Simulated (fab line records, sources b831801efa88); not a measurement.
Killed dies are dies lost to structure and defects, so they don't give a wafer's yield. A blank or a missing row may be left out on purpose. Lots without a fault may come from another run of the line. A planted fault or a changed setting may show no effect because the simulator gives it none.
A struck lot beside a sound one | flow sky130 | 16 steps out of a route of 708
Sound: wafers L867.1, L867.5, L867.6. Struck: wafers L872.3, L872.5, L872.6. The cause comes at the end.
At each step with rows: each side's tool, then ch and its chambers, then its first start. Under that, the readings that differ: sound wafers | struck wafers | difference of the means | sigmas: that difference in standard deviations of wafers without a fault.
alike: readings whose means differ by less than 2 such deviations, and words and numbers that are the same on both sides. not compared: withheld readings, readings that some wafer has no value for, bounds like >300 that may hide the same value, and numbers for which the record gives no deviation and whose values overlap.
The two part at a step that has a row with sigmas, a row that says differs or no value, or rows on one side only. Numbers that don't overlap but have no deviation are shown without sigmas and don't part them. A reading that every wafer of one side lacks parts them only if that side has two wafers or more.

SKY_POLY_CUT_ETCH_10: etches BARC in N2/H2, stops on SiO2, time 45.9 s, target depth 60 nm.
  sound on rie_diel-01 ch 2,3, day 25 01:44; struck on rie_diel-01 ch 2,3, day 26 20:22
  alike: drypump_motor_current_A, h2_flow_sccm, oes_product_au, throttle_valve_pct
  not compared: rf_hours_counter_h
SKY_POLY_CUT_ETCH_11: etches Si3N4 in CF4/CH2F2/Ar, stops on poly-Si, time 42.5 s, target depth 60 nm.
  sound on rie_diel-01 ch 2,3, day 25 01:47; struck on rie_diel-01 ch 2,3, day 26 20:26
  alike: drypump_motor_current_A, oes_product_au, throttle_valve_pct
  not compared: rf_hours_counter_h
SKY_POLY_CUT_STRIP_12: strips in O2/N2.
  sound on plasma_asher-01 ch 0,1, day 25 01:49; struck on plasma_asher-03 ch 0,1, day 26 20:30
  alike: drypump_motor_current_A, o2_flow_sccm, oes_product_au, strip_time_to_endpoint_s
  not compared: rf_hours_counter_h
then, 7 steps without rows for these wafers: SKY_SD_P_DEHYDRATE_00 (time 60 s); SKY_SD_P_HMDS_01 (prime time 60 s); SKY_SD_P_COAT_02 (resist thk 1140 nm); SKY_SD_P_SOFTBAKE_03 (time 60 s); SKY_SD_P_EXPOSE_04 (exposes mask PSDM, target cd 380 nm); SKY_SD_P_PEB_05; SKY_SD_P_DEVELOP_06 (develop time 60 s).
SKY_SD_P_CD_MEAS_07: target cd 380 nm.
  sound on cd_sem-02, day 26 07:01; struck on cd_sem-01, day 28 00:54
  alike: cd_nm
SKY_SD_P_OVL_MEAS_08:
  sound on overlay-01, day 26 07:08; struck on overlay-02, day 28 00:59
  alike: SD_P_OVL
SKY_SD_P_IMPLANT_09:
  sound on implanter-04 ch 0, day 26 07:10; struck on implanter-02 ch 0, day 28 01:04
  reading            | sound             | struck            | difference | sigmas
  faraday_current_uA | 10070 10009 10340 | 12926 12472 12996 | +2658      | +2
  alike: end_station_pressure_torr
SKY_SD_P_STRIP_10: strips in O2/N2.
  sound on plasma_asher-02 ch 0,1, day 26 07:19; struck on plasma_asher-03 ch 0,1, day 28 01:12
  alike: drypump_motor_current_A, o2_flow_sccm, oes_product_au, strip_time_to_endpoint_s
  not compared: rf_hours_counter_h
SKY_SD_P_TW_MEAS_11:
  sound on film_metro-03, day 26 07:25; struck on film_metro-03, day 28 01:17
  reading | sound          | struck         | difference | sigmas
  SD_P_TW | 2807 2832 2827 | 2775 2778 2768 | -48        | -2
-- the record jumps here: 20 days lie between the struck wafers' starts before and after (it left off in module SD_P and takes up again in module PAD_OPEN, whose first step shown is number 708 of the route) --
SKY_PAD_OPEN_PROBE_99:
  sound on prober-01, day 46 18:50; struck on prober-02, day 48 00:32
  reading                                           | sound             | struck            | difference | sigmas
  model.etest.res_high_po.rs_ohm_sq_range           | 14.24 10.09 11.31 | 53.41 50.73 51.76 | +40.09     |
  model.etest.res_pdiff.rs_ohm_sq_range             | 7.624 5.797 8.376 | 20.28 16.51 16.86 | +10.62     |
  model.etest.res_high_po.rs_ohm_sq_rim_less_centre | 10.37 7.458 8.292 | 10.93 10.63 11.81 | +2.42      |
  alike: killed_at_M0_to_M3, killed_at_M4_up, killed_at_contacts, killed_at_front_end, killed_at_other, killed_dies, killed_open, killed_short
  not compared: model.etest.pfet_01v8.drive_ua_um_range

WHERE THEY PART
First at SKY_SD_P_IMPLANT_09; last, within this record, at SKY_SD_P_TW_MEAS_11. Later steps at which nothing parts them and some readings are alike: SKY_PAD_OPEN_PROBE_99.

WHY: what the simulator had put in
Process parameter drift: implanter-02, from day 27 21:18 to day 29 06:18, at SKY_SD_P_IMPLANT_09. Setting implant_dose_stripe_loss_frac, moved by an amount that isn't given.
